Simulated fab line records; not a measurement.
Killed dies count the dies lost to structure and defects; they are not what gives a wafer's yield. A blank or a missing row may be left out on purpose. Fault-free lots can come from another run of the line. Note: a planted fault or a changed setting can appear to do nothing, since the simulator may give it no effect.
What tool caused it? + flow sky130 + Sampling: 11 lots, 33 wafers, 2 of 708 route steps

== WHAT THE GAUGES SHOWED, per wafer ==
SKY_LI_CONTACT_OVL_MEAS_13.
| lot  | measured     | on         | LI_CONTACT_OVL (nm) |
|------|--------------|------------|---------------------|
| L812 | day 30 22:17 | overlay-02 | -9 4 -4             |
| L817 | day 32 13:04 | overlay-02 | -5 -10 -9           |
| L818 | day 32 17:36 | overlay-01 | 4 -4 -3             |
| L819 | day 32 21:47 | overlay-02 | -2 0 2              |
| L821 | day 33 16:14 | overlay-01 | 0 18 -2             |
| L822 | day 34 02:56 | overlay-02 | 2 1 7               |
| L824 | day 35 06:51 | overlay-01 | -2 2 -2             |
| L826 | day 35 08:29 | overlay-01 | 2 3 4               |
| L827 | day 35 14:50 | overlay-02 | 2 -3 4              |
| L829 | day 35 22:26 | overlay-01 | 5 1 0               |
| L830 | day 36 09:47 | overlay-01 | -4 -1 1             |

== WHAT TOOL EACH LOT RAN ON (gives the tool, then ch and the chambers of the sampled wafers, and finally the start) ==
| lot  | SKY_LI_CONTACT_CMP_02         |
|------|-------------------------------|
| L812 | cmp-02 ch 0,2,3, day 29 18:32 |
| L817 | cmp-02 ch 1,2,3, day 31 08:55 |
| L818 | cmp-02 ch 0,1,3, day 31 14:07 |
| L819 | cmp-01 ch 2,3, day 31 18:16   |
| L821 | cmp-02 ch 0,1,3, day 32 12:53 |
| L822 | cmp-01 ch 0,3, day 32 23:47   |
| L824 | cmp-02 ch 1,2, day 34 03:40   |
| L826 | cmp-02 ch 1,2,3, day 34 06:34 |
| L827 | cmp-02 ch 0,2, day 34 12:12   |
| L829 | cmp-02 ch 0,2, day 34 19:56   |
| L830 | cmp-02 ch 2,3, day 35 07:13   |
- SKY_LI_CONTACT_CMP_02: polishes PSG.

== THE ANSWER, worked out from the rows above alone ==
Rule: what is usual is taken from the lots themselves. Put in order of their means at a reading, lots are off if they are a third of the lots or fewer, leave a main group of 4 or more, and stand apart from it by a gap of 3 or more times the standard deviation of the main group's means; of several such gaps the widest counts. The tables above print the reading to a certain number of digits; a main group whose means all agree to those digits is not used. Also off: a lot with no number at a reading for which 4 or more lots have one. Where the step has rows for the other lots, those lots are counted as sound.
No lot is off at any reading shown: from this, nothing can be told.

== WHAT THE SIMULATOR HAD INSERTED ==
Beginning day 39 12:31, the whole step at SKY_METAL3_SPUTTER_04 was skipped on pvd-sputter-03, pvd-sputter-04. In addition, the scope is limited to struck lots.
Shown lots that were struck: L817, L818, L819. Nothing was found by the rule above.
